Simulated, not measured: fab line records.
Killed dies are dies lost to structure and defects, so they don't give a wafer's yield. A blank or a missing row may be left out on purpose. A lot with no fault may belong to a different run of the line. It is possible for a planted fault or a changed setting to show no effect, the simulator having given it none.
One fault through the eyes of 2 desks    flow sky130    each desk has only its own numbers; what lay behind them comes last

TOOL OWNER'S DESK, cvd-w-01
The tool's own readings at SKY_VIA1_CVD_21 (deposits W, target thk 270 nm, time 80.902 s): means of the sampled wafers that have a number, for each lot that ran on this tool. If a lot's mean is further than 4 standard deviations from the usual mean, the lot is out of limits and carries the mark OUT (the distance appears in the brackets).
Columns: A = heater-power-w at SKY_VIA1_CVD_21, usual 834 W
lot   first seen here  A
L256  day 34 10:25     887
L257  day 34 21:25     859
L266  day 37 23:12     832
Result from this desk: across the 3 lots, nothing is out of limits.

METROLOGY DESK
Lot by lot, what the gauges showed, no matter which tool ran the lot: averages of those sampled wafers that carry a number. If a lot's mean is further than 4 standard deviations from the usual mean, the lot is out of limits and carries the mark OUT (the distance appears in the brackets).
Columns: A = cd-nm at SKY_VIA1_CD_MEAS_12, usual 150.1 nm; B = VIA1_OVL at SKY_VIA1_OVL_MEAS_13, usual -3 nm; C = VIA1_W_RS at SKY_VIA1_RS_MEAS_22, usual 0.424 ohm/sq
lot   first seen here  A      B    C
L256  day 34 09:31     150.2  0    0.427
L257  day 34 20:32     150.9  1    0.425
L266  day 37 22:15     148.9  -8   0.434
L273  day 39 21:52     148.8  -11  0.415
L274  day 40 09:43     150.5  -2   0.412
Result from this desk: across the 5 lots, nothing is out of limits.

BROUGHT TOGETHER
The desk of the tool owner found nothing out of limits.
The metrology desk saw nothing out of limits.

WHAT HAD BEEN PUT IN BY THE SIMULATOR
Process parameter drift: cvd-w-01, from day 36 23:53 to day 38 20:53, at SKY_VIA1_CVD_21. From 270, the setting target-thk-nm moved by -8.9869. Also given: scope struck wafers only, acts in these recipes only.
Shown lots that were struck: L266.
